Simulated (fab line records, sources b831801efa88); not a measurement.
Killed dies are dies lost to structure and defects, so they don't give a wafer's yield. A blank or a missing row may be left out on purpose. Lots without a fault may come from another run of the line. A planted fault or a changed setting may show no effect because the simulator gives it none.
fab line records | flow sky130
record lots=24 wafers=72 last_day=51
route steps=708 shown GATE_OXIDE@200 LOCAL_INTERCONNECT@389 CONTACT@420 METAL1@435 VIA1@474
lots that met no fault: from a run of the same line without faults
start_h: hours from the record's first day to the start of the lot's first wafer shown | wait_h: hours since the lot's step before | " the same as in the row above | L1.1+2: a row that stands for several wafers | - no value, or no start given | * or withheld: withheld | < > ~ a bound
route shown NAME@n: a module of which the file shows steps, and the number in the route of the first | usual: mean/standard deviation of fault-free wafers | same: alike in all rows | chamber/n: place in a boat | sites: the reading at each site | _std_site: their standard deviation | _edge_site: outer sites' mean less inner sites' | radius_mm: how far each site lies from the wafer's centre | mask NAME#n: copy n | behind: the tool/chamber that last shaped the wafer | hold: why the lot was held/for how many hours/how that ended | device: the transistor (n, p or np) that didn't switch | end of line: the same wafers' tests at the end of the route | a step without rows: its recipe alone | killed: dies lost to structure and defects at the first sort, not the wafer's yield | map: a wafer's dies, x killed, . not, _ none there
set.NAME: the setting as run; set.NAME@STEP: as run at that earlier step | model.NAME: the simulator's own value behind a step, which no gauge read
steps of the route over a sample of lots; a table a step, a row a wafer
services: from which hour (start_h, from the record's first day; less than 0 if before it) a tool's chamber was out of use, for how many hours, and why
## steps
# step SKY_GATE_OXIDE_STRIP_13
# recipe chemistry=O2/N2 power_w=1400 pressure_mtorr=1500 platen_temp_c=withheld o2_flow_sccm=3000 n2_flow_sccm=300 overash_fraction=0.5
# usual drypump_motor_current_A=5.65/0.2 oes_product_au=0.715/0.0051 strip_time_to_endpoint_s=14.16/0.041
# same overash_fraction=0.5
# columns lot.wafer tool chamber start_h wait_h drypump_motor_current_A oes_product_au rf_hours_counter_h strip_time_to_endpoint_s
L074.1 plasma_asher-03 1 313.32 0.0 5.48 0.714 49 14.21
L074.3 " 1 " " 5.44 0.713 - 14.19
L074.5 " 1 " " 5.49 0.714 - 14.21
L075.1 plasma_asher-02 1 319.23 0.0 5.30 0.708 61 14.23
L075.2 " 0 " " 5.59 0.715 61 14.21
L075.4 " 0 " " 5.59 0.714 - 14.22
L076.2 plasma_asher-03 1 327.77 0.0 5.48 0.721 50 14.16
L076.5 " 1 " " 5.47 0.705 - 14.14
L076.6 " 0 " " 5.93 0.718 - 14.17
L077.3 plasma_asher-03 1 331.75 0.0 5.50 0.716 - 14.20
L077.5 " 1 " " 5.48 0.724 - 14.23
L077.6 " 0 " " 5.93 0.705 - 14.24
L079.1 plasma_asher-03 1 339.72 0.0 5.47 0.721 51 14.19
L079.3 " 1 " " 5.52 0.718 - 14.24
L079.5 " 0 " " 5.93 0.719 - 14.20
L078.4 plasma_asher-02 1 346.61 0.0 5.30 0.719 - 14.21
L078.5 " 1 " " 5.32 0.716 - 14.18
L078.6 " 0 " " 5.61 0.702 - 14.21
L080.1 plasma_asher-03 0 358.92 0.0 5.94 0.717 53 14.18
L080.4 " 1 " " 5.50 0.716 - 14.16
L080.6 " 1 " " 5.46 0.709 - 14.16
L081.1 plasma_asher-03 0 370.13 0.0 5.92 0.710 54 14.13
L081.3 " 0 " " 5.94 0.709 - 14.11
L081.6 " 1 " " 5.46 0.713 - 14.08
L082.2 plasma_asher-04 0 384.22 0.0 5.75 0.718 68 14.08
L082.3 " 0 " " 5.76 0.715 - 14.13
L082.4 " 1 " " 5.63 0.717 - 14.14
L083.1 plasma_asher-04 1 386.12 0.0 5.64 0.720 68 14.16
L083.4 " 0 " " 5.75 0.719 - 14.15
L083.6 " 0 " " 5.75 0.714 - 14.10
L084.4 plasma_asher-04 0 404.91 0.0 5.75 0.706 - 14.16
L084.5 " 1 " " 5.62 0.710 - 14.19
L084.6 " 0 " " 5.74 0.718 - 14.19
L086.1 plasma_asher-03 0 421.47 0.0 5.92 0.722 60 14.13
L086.2 " 1 " " 5.45 0.714 60 14.14
L086.3 " 1 " " 5.47 0.706 - 14.08
L085.2 plasma_asher-04 0 422.12 0.0 5.72 0.717 72 14.12
L085.4 " 1 " " 5.63 0.716 - 14.15
L085.6 " 1 " " 5.62 0.716 - 14.16
L087.2 plasma_asher-04 0 422.27 0.0 5.74 0.711 72 14.22
L087.5 " 1 " " 5.63 0.710 - 14.13
L087.6 " 0 " " 5.73 0.722 - 14.14
L088.3 plasma_asher-02 1 432.71 0.0 5.32 0.712 - 14.06
L088.4 " 0 " " 5.58 0.718 - 14.15
L088.6 " 1 " " 5.31 0.720 - 14.11
L089.1 plasma_asher-04 0 439.57 0.0 5.72 0.721 74 14.11
L089.4 " 0 " " 5.75 0.716 - 14.13
L089.5 " 0 " " 5.77 0.713 - 14.13
L091.4 plasma_asher-02 0 450.37 0.0 5.61 0.717 - 14.11
L091.5 " 0 " " 5.59 0.703 - 14.10
L091.6 " 1 " " 5.33 0.711 - 14.19
L090.1 plasma_asher-03 1 452.19 0.0 5.45 0.718 61 14.18
L090.5 " 1 " " 5.48 0.708 - 14.19
L090.6 " 0 " " 5.94 0.711 - 14.17
L092.3 plasma_asher-03 0 462.06 0.0 5.91 0.712 - 14.16
L092.4 " 1 " " 5.52 0.722 - 14.09
L092.5 " 1 " " 5.48 0.718 - 14.20
L093.1 plasma_asher-02 1 467.37 0.0 5.30 0.714 4 14.11
L093.2 " 0 " " 5.61 0.708 4 14.13
L093.6 " 0 " " 5.60 0.714 - 14.12
L094.2 plasma_asher-04 0 476.97 0.0 5.72 0.722 78 14.19
L094.3 " 0 " " 5.73 0.725 - 14.20
L094.5 " 0 " " 5.74 0.714 - 14.17
L095.1 plasma_asher-03 0 488.02 0.0 5.92 0.715 64 14.19
L095.2 " 1 " " 5.44 0.709 64 14.18
L095.5 " 1 " " 5.42 0.727 - 14.19
L096.2 plasma_asher-03 0 497.37 0.0 5.94 0.716 65 14.15
L096.4 " 1 " " 5.46 0.725 - 14.16
L096.5 " 1 " " 5.47 0.711 - 14.18
L097.1 plasma_asher-04 1 501.87 0.0 5.63 0.714 81 14.18
L097.2 " 0 " " 5.74 0.709 81 14.15
L097.6 " 1 " " 5.64 0.720 - 14.14
# step SKY_LOCAL_INTERCONNECT_THK_MEAS_02
# recipe thk_meas_gauge=xrf reads=TiN_of_LOCAL_INTERCONNECT_SPUTTER_00
# usual LOCAL_INTERCONNECT_TIN_THK=101.4/1.2
# columns lot.wafer tool chamber start_h wait_h LOCAL_INTERCONNECT_TIN_THK[nm]
L075.1 film_metro-02 - 706.04 0.1 100.9
L075.2 " - " " 100.3
L075.4 " - " " 100.8
L074.1 film_metro-03 - 706.64 0.1 100.4
L074.3 " - " " 99.8
L074.5 " - " " 100.4
L079.1 film_metro-03 - 707.09 0.1 101.9
L079.3 " - " " 101.8
L079.5 " - " " 101.6
L077.3 film_metro-01 - 707.56 0.1 100.1
L077.5 " - " " 101.0
L077.6 " - " " 102.1
L076.2 film_metro-03 - 708.05 0.1 102.0
L076.5 " - " " 101.1
L076.6 " - " " 100.3
L078.4 film_metro-01 - 708.57 0.1 100.8
L078.5 " - " " 102.3
L078.6 " - " " 102.1
L080.1 film_metro-02 - 708.84 0.1 101.7
L080.4 " - " " 101.7
L080.6 " - " " 102.2
L081.1 film_metro-03 - 713.64 0.1 101.8
L081.3 " - " " 101.6
L081.6 " - " " 101.9
L082.2 film_metro-03 - 741.50 0.1 101.5
L082.3 " - " " 99.4
L082.4 " - " " 100.4
L083.1 film_metro-02 - 743.58 0.1 101.4
L083.4 " - " " 101.0
L083.6 " - " " 102.2
L084.4 film_metro-01 - 752.37 0.1 102.1
L084.5 " - " " 101.8
L084.6 " - " " 101.7
L086.1 film_metro-03 - 865.34 0.1 100.4
L086.2 " - " " 101.3
L086.3 " - " " 99.9
L087.2 film_metro-01 - 866.64 0.1 102.4
L087.5 " - " " 101.1
L087.6 " - " " 102.0
L089.1 film_metro-01 - 866.93 0.1 103.2
L089.4 " - " " 101.8
L089.5 " - " " 102.5
L093.1 film_metro-03 - 867.00 0.1 99.2
L093.2 " - " " 101.6
L093.6 " - " " 100.6
L088.3 film_metro-02 - 867.35 0.1 98.8
L088.4 " - " " 98.2
L088.6 " - " " 99.1
L085.2 film_metro-02 - 868.64 0.1 101.8
L085.4 " - " " 100.4
L085.6 " - " " 99.4
L095.1 film_metro-01 - 869.34 0.1 101.7
L095.2 " - " " 101.4
L095.5 " - " " 104.4
L091.4 film_metro-03 - 869.67 0.1 102.3
L091.5 " - " " 103.8
L091.6 " - " " 102.4
L090.1 film_metro-01 - 870.85 0.1 102.0
L090.5 " - " " 101.6
L090.6 " - " " 101.6
L094.2 film_metro-02 - 871.40 0.1 101.5
L094.3 " - " " 100.8
L094.5 " - " " 101.5
L096.2 film_metro-01 - 872.42 0.1 100.7
L096.4 " - " " 100.6
L096.5 " - " " 101.8
L097.1 film_metro-01 - 873.01 0.1 102.3
L097.2 " - " " 102.3
L097.6 " - " " 101.7
L092.3 film_metro-03 - 875.12 0.1 102.0
L092.4 " - " " 100.8
L092.5 " - " " 102.4
# step SKY_CONTACT_CD_MEAS_14
# recipe target_cd_nm=170
# usual cd_nm=170.0/1.6
# columns lot.wafer tool chamber start_h wait_h cd_nm
L075.1 cd_sem-02 - 762.75 - 172.1
L075.2 " - " " 171.7
L075.4 " - " " 171.1
L074.1 cd_sem-02 - 763.98 - 170.7
L074.3 " - " " 170.5
L074.5 " - " " 169.1
L079.1 cd_sem-02 - 764.10 - 168.7
L079.3 " - " " 168.3
L079.5 " - " " 169.4
L077.3 cd_sem-02 - 764.42 - 169.1
L077.5 " - " " 169.6
L077.6 " - " " 168.9
L076.2 cd_sem-01 - 764.75 - 167.6
L076.5 " - " " 167.0
L076.6 " - " " 168.9
L080.1 cd_sem-01 - 765.08 - 170.7
L080.4 " - " " 170.7
L080.6 " - " " 172.2
L078.4 cd_sem-02 - 765.09 - 173.3
L078.5 " - " " 171.9
L078.6 " - " " 171.5
L081.1 cd_sem-01 - 768.83 - 168.0
L081.3 " - " " 168.5
L081.6 " - " " 169.3
L082.2 cd_sem-02 - 795.80 - 168.9
L082.3 " - " " 169.6
L082.4 " - " " 168.4
L083.1 cd_sem-02 - 797.93 - 168.3
L083.4 " - " " 168.2
L083.6 " - " " 167.2
L084.4 cd_sem-02 - 805.34 - 167.5
L084.5 " - " " 168.1
L084.6 " - " " 168.4
L086.1 cd_sem-01 - 915.43 - 170.4
L086.2 " - " " 170.8
L086.3 " - " " 169.7
L089.1 cd_sem-01 - 917.58 - 170.6
L089.4 " - " " 169.9
L089.5 " - " " 168.8
L087.2 cd_sem-02 - 917.60 - 168.0
L087.5 " - " " 169.8
L087.6 " - " " 168.9
L093.1 cd_sem-01 - 918.34 - 169.8
L093.2 " - " " 171.6
L093.6 " - " " 171.7
L088.3 cd_sem-02 - 918.73 - 171.4
L088.4 " - " " 170.2
L088.6 " - " " 169.7
L085.2 cd_sem-01 - 918.75 - 169.1
L085.4 " - " " 168.9
L085.6 " - " " 168.1
L095.1 cd_sem-01 - 919.18 - 169.5
L095.2 " - " " 169.6
L095.5 " - " " 170.5
L091.4 cd_sem-02 - 919.44 - 170.6
L091.5 " - " " 171.4
L091.6 " - " " 169.9
L090.1 cd_sem-02 - 921.43 - 171.6
L090.5 " - " " 172.1
L090.6 " - " " 171.5
L094.2 cd_sem-01 - 921.53 - 170.1
L094.3 " - " " 168.2
L094.5 " - " " 168.9
L096.2 cd_sem-02 - 922.95 - 170.8
L096.4 " - " " 172.7
L096.5 " - " " 171.9
L097.1 cd_sem-01 - 923.28 - 172.7
L097.2 " - " " 173.8
L097.6 " - " " 171.9
L092.3 cd_sem-01 - 924.62 - 171.5
L092.4 " - " " 172.0
L092.5 " - " " 173.2
# step SKY_METAL1_SPUTTER_01
# recipe material=TiN target_thk_nm=20 power_w=6500 time_s=16.7 chamber_pressure_pa=0.4
# usual throttle_valve_pct=30.0/1
# columns lot.wafer tool chamber start_h wait_h throttle_valve_pct
L075.1 pvd_sputter-02 - 764.30 0.0 31.5
L075.2 " - " " 29.1
L075.4 " - " " 30.6
L074.1 pvd_sputter-02 - 765.55 0.0 31.5
L074.3 " - " " 30.0
L074.5 " - " " 31.5
L079.1 pvd_sputter-01 - 765.85 0.0 30.6
L079.3 " - " " 29.6
L079.5 " - " " 29.3
L077.3 pvd_sputter-02 - 766.15 0.0 31.4
L077.5 " - " " 29.7
L077.6 " - " " 29.1
L076.2 pvd_sputter-01 - 766.31 0.0 29.2
L076.5 " - " " 29.8
L076.6 " - " " 30.7
L078.4 pvd_sputter-03 - 766.59 0.0 30.0
L078.5 " - " " 28.9
L078.6 " - " " 30.9
L080.1 pvd_sputter-02 - 766.65 0.0 30.0
L080.4 " - " " 30.5
L080.6 " - " " 31.5
L081.1 pvd_sputter-01 - 770.40 0.0 28.8
L081.3 " - " " 30.8
L081.6 " - " " 31.1
L082.2 pvd_sputter-01 - 797.95 0.0 31.0
L082.3 " - " " 29.0
L082.4 " - " " 30.6
L083.1 pvd_sputter-02 - 799.83 0.0 30.7
L083.4 " - " " 31.2
L083.6 " - " " 29.8
L084.4 pvd_sputter-03 - 806.84 0.0 30.0
L084.5 " - " " 27.4
L084.6 " - " " 30.3
L086.1 pvd_sputter-02 - 917.00 0.0 30.0
L086.2 " - " " 30.5
L086.3 " - " " 31.2
L089.1 pvd_sputter-03 - 919.14 0.0 30.0
L089.4 " - " " 30.9
L089.5 " - " " 27.4
L087.2 pvd_sputter-02 - 919.25 0.0 31.2
L087.5 " - " " 30.0
L087.6 " - " " 30.6
L093.1 pvd_sputter-02 - 919.98 0.0 29.2
L093.2 " - " " 30.7
L093.6 " - " " 30.9
L088.3 pvd_sputter-03 - 920.25 0.0 28.8
L088.4 " - " " 30.1
L088.6 " - " " 30.1
L085.2 pvd_sputter-02 - 920.36 0.0 30.4
L085.4 " - " " 30.2
L085.6 " - " " 29.6
L095.1 pvd_sputter-01 - 920.73 0.0 31.2
L095.2 " - " " 29.5
L095.5 " - " " 29.9
L091.4 pvd_sputter-03 - 921.02 0.0 30.0
L091.5 " - " " 30.7
L091.6 " - " " 28.9
L090.1 pvd_sputter-02 - 923.05 0.0 30.7
L090.5 " - " " 29.9
L090.6 " - " " 31.1
L094.2 pvd_sputter-01 - 923.23 0.0 29.3
L094.3 " - " " 28.9
L094.5 " - " " 30.7
L096.2 pvd_sputter-01 - 924.58 0.0 30.7
L096.4 " - " " 28.7
L096.5 " - " " 28.9
L097.1 pvd_sputter-02 - 924.83 0.0 31.5
L097.2 " - " " 29.8
L097.6 " - " " 28.9
L092.3 pvd_sputter-02 - 926.23 0.0 29.0
L092.4 " - " " 31.3
L092.5 " - " " 29.7
# step SKY_METAL1_RS_MEAS_05
# recipe thk_meas_gauge=four-point-probe reads=TiN_of_METAL1_SPUTTER_04+Ti_of_METAL1_SPUTTER_03+AlCu_of_METAL1_SPUTTER_02+TiN_of_METAL1_SPUTTER_01+Ti_of_METAL1_SPUTTER_00
# usual METAL1_ALCU_RS=0.1270/0.0013
# columns lot.wafer tool chamber start_h wait_h METAL1_ALCU_RS[ohm/sq]
L075.1 film_metro-03 - 764.42 0.0 0.1260
L075.2 " - " " 0.1269
L075.4 " - " " 0.1274
L074.1 film_metro-04 - 765.67 0.0 0.1260
L074.3 " - " " 0.1258
L074.5 " - " " 0.1261
L079.1 film_metro-04 - 765.97 0.0 0.1286
L079.3 " - " " 0.1300
L079.5 " - " " 0.1291
L077.3 film_metro-03 - 766.31 0.1 0.1248
L077.5 " - " " 0.1281
L077.6 " - " " 0.1271
L076.2 film_metro-04 - 766.45 0.0 0.1280
L076.5 " - " " 0.1283
L076.6 " - " " 0.1279
L080.1 film_metro-03 - 766.77 0.0 0.1277
L080.4 " - " " 0.1275
L080.6 " - " " 0.1274
L078.4 film_metro-01 - 766.77 0.1 0.1261
L078.5 " - " " 0.1256
L078.6 " - " " 0.1238
L081.1 film_metro-01 - 770.52 0.0 0.1266
L081.3 " - " " 0.1268
L081.6 " - " " 0.1255
L082.2 film_metro-03 - 798.09 0.0 0.1256
L082.3 " - " " 0.1272
L082.4 " - " " 0.1274
L083.1 film_metro-01 - 799.95 0.0 0.1271
L083.4 " - " " 0.1263
L083.6 " - " " 0.1275
L084.4 film_metro-01 - 807.02 0.1 0.1265
L084.5 " - " " 0.1239
L084.6 " - " " 0.1275
L086.1 film_metro-01 - 917.12 0.0 0.1260
L086.2 " - " " 0.1238
L086.3 " - " " 0.1257
L089.1 film_metro-03 - 919.27 0.0 0.1289
L089.4 " - " " 0.1263
L089.5 " - " " 0.1256
L087.2 film_metro-01 - 919.38 0.0 0.1263
L087.5 " - " " 0.1278
L087.6 " - " " 0.1249
L093.1 film_metro-04 - 920.10 0.0 0.1284
L093.2 " - " " 0.1268
L093.6 " - " " 0.1262
L088.3 film_metro-03 - 920.42 0.1 0.1287
L088.4 " - " " 0.1294
L088.6 " - " " 0.1299
L085.2 film_metro-01 - 920.50 0.0 0.1285
L085.4 " - " " 0.1292
L085.6 " - " " 0.1303
L095.1 film_metro-03 - 920.85 0.0 0.1263
L095.2 " - " " 0.1291
L095.5 " - " " 0.1278
L091.4 film_metro-01 - 921.21 0.1 0.1284
L091.5 " - " " 0.1269
L091.6 " - " " 0.1282
L090.1 film_metro-01 - 923.17 0.0 0.1252
L090.5 " - " " 0.1273
L090.6 " - " " 0.1261
L094.2 film_metro-03 - 923.37 0.0 0.1287
L094.3 " - " " 0.1257
L094.5 " - " " 0.1272
L096.2 film_metro-01 - 924.72 0.0 0.1277
L096.4 " - " " 0.1270
L096.5 " - " " 0.1275
L097.1 film_metro-01 - 924.95 0.0 0.1266
L097.2 " - " " 0.1273
L097.6 " - " " 0.1268
L092.3 film_metro-01 - 926.39 0.1 0.1268
L092.4 " - " " 0.1250
L092.5 " - " " 0.1275
# step SKY_VIA1_STRIP_16
# recipe chemistry=O2/N2 power_w=1400 pressure_mtorr=1500 platen_temp_c=withheld o2_flow_sccm=3000 n2_flow_sccm=300 overash_fraction=0.5
# usual drypump_motor_current_A=5.62/0.18 oes_product_au=0.416/0.0045 strip_time_to_endpoint_s=4.453/0.024
# same overash_fraction=0.5
# columns lot.wafer tool chamber start_h wait_h drypump_motor_current_A oes_product_au rf_hours_counter_h strip_time_to_endpoint_s
L075.1 plasma_asher-04 1 818.03 0.0 5.64 0.414 5 4.465
L075.2 " 0 " " 5.75 0.421 5 4.463
L075.4 " 0 " " 5.74 0.419 - 4.426
L079.1 plasma_asher-02 0 819.08 0.0 5.59 0.409 40 4.410
L079.3 " 1 " " 5.32 0.412 - 4.473
L079.5 " 1 " " 5.32 0.414 - 4.433
L074.1 plasma_asher-04 0 819.32 0.0 5.73 0.411 6 4.441
L074.3 " 1 " " 5.63 0.419 - 4.431
L074.5 " 1 " " 5.62 0.419 - 4.453
L077.3 plasma_asher-03 1 819.46 0.1 5.50 0.415 - 4.454
L077.5 " 0 " " 5.91 0.417 - 4.429
L077.6 " 1 " " 5.53 0.418 - 4.446
L078.4 plasma_asher-03 1 820.41 0.1 5.49 0.411 - 4.427
L078.5 " 1 " " 5.47 0.412 - 4.465
L078.6 " 0 " " 5.91 0.416 - 4.432
L076.2 plasma_asher-02 0 820.57 0.0 5.59 0.417 41 4.422
L076.5 " 0 " " 5.58 0.421 - 4.446
L076.6 " 1 " " 5.29 0.410 - 4.442
L080.1 plasma_asher-02 0 821.22 0.0 5.60 0.417 41 4.431
L080.4 " 1 " " 5.32 0.414 - 4.441
L080.6 " 1 " " 5.31 0.410 - 4.440
L081.1 plasma_asher-03 1 823.88 0.0 5.46 0.410 100 4.457
L081.3 " 0 " " 5.92 0.414 - 4.471
L081.6 " 1 " " 5.46 0.418 - 4.459
L082.2 plasma_asher-02 0 851.67 0.0 5.57 0.410 44 4.457
L082.3 " 1 " " 5.34 0.412 - 4.474
L082.4 " 0 " " 5.57 0.415 - 4.485
L083.1 plasma_asher-04 1 853.73 0.0 5.64 0.412 9 4.464
L083.4 " 0 " " 5.75 0.416 - 4.449
L083.6 " 0 " " 5.72 0.411 - 4.425
L084.4 plasma_asher-03 0 859.91 0.1 5.94 0.415 - 4.469
L084.5 " 0 " " 5.92 0.418 - 4.386
L084.6 " 1 " " 5.48 0.413 - 4.468
L086.1 plasma_asher-04 0 965.93 0.0 5.77 0.404 20 4.449
L086.2 " 1 " " 5.65 0.409 20 4.448
L086.3 " 0 " " 5.76 0.421 - 4.451
L089.1 plasma_asher-04 0 968.73 0.0 5.73 0.415 20 4.449
L089.4 " 1 " " 5.65 0.416 - 4.479
L089.5 " 1 " " 5.62 0.415 - 4.462
L087.2 plasma_asher-03 1 968.98 0.0 5.49 0.415 115 4.461
L087.5 " 0 " " 5.93 0.420 - 4.453
L087.6 " 1 " " 5.50 0.411 - 4.505
L093.1 plasma_asher-04 1 970.18 0.0 5.63 0.411 20 4.438
L093.2 " 0 " " 5.74 0.418 20 4.467
L093.6 " 0 " " 5.72 0.409 - 4.432
L088.3 plasma_asher-02 1 970.56 0.1 5.31 0.425 - 4.489
L088.4 " 0 " " 5.60 0.414 - 4.463
L088.6 " 1 " " 5.32 0.422 - 4.478
L085.2 plasma_asher-04 0 970.83 0.0 5.75 0.413 20 4.446
L085.4 " 1 " " 5.65 0.413 - 4.428
L085.6 " 1 " " 5.63 0.424 - 4.451
L095.1 plasma_asher-03 1 971.68 0.0 5.47 0.422 115 4.498
L095.2 " 0 " " 5.91 0.416 115 4.458
L095.5 " 0 " " 5.91 0.420 - 4.495
L091.4 plasma_asher-02 0 971.86 0.1 5.56 0.421 - 4.454
L091.5 " 0 " " 5.56 0.419 - 4.444
L091.6 " 1 " " 5.31 0.422 - 4.499
L090.1 plasma_asher-04 0 973.48 0.0 5.75 0.415 21 4.456
L090.5 " 0 " " 5.77 0.413 - 4.475
L090.6 " 1 " " 5.60 0.416 - 4.471
L094.2 plasma_asher-03 0 973.58 0.0 5.94 0.407 115 4.465
L094.3 " 1 " " 5.49 0.414 - 4.476
L094.5 " 0 " " 5.91 0.416 - 4.461
L096.2 plasma_asher-02 0 974.53 0.0 5.58 0.414 55 4.461
L096.4 " 1 " " 5.28 0.419 - 4.482
L096.5 " 0 " " 5.57 0.417 - 4.453
L097.1 plasma_asher-04 1 975.18 0.0 5.63 0.427 21 4.433
L097.2 " 0 " " 5.73 0.420 21 4.430
L097.6 " 0 " " 5.74 0.421 - 4.438
L092.3 plasma_asher-04 1 976.41 0.1 5.65 0.412 - 4.490
L092.4 " 0 " " 5.76 0.419 - 4.481
L092.5 " 1 " " 5.63 0.418 - 4.496
## services
# columns tool chamber start_h hours kind
plasma_asher-03 - 297.28 13.5 repair
plasma_asher-03 - 301.51 1.0 repair
plasma_asher-04 - 363.80 2.8 pm
plasma_asher-02 - 395.66 1.2 repair
pvd_sputter-02 - 396.79 3.5 repair
plasma_asher-03 - 413.54 2.4 repair
plasma_asher-02 - 421.29 9.0 pm
plasma_asher-03 - 427.38 8.4 repair
plasma_asher-03 - 442.40 8.4 pm
plasma_asher-03 - 477.62 4.3 pm
plasma_asher-02 - 598.69 0.5 repair
plasma_asher-02 - 600.56 0.6 repair
plasma_asher-03 - 662.48 0.8 repair
plasma_asher-04 - 688.38 8.4 repair
pvd_sputter-02 - 706.70 1.5 repair
plasma_asher-04 - 733.75 9.0 pm
plasma_asher-02 - 745.76 2.8 pm
plasma_asher-02 - 748.51 4.3 pm
pvd_sputter-02 - 760.18 3.9 repair
pvd_sputter-02 - 817.16 2.9 repair
plasma_asher-04 - 839.61 5.1 repair
plasma_asher-03 - 841.60 0.3 repair
pvd_sputter-02 - 854.01 5.1 repair
plasma_asher-04 - 938.07 0.9 repair
## key
fault none
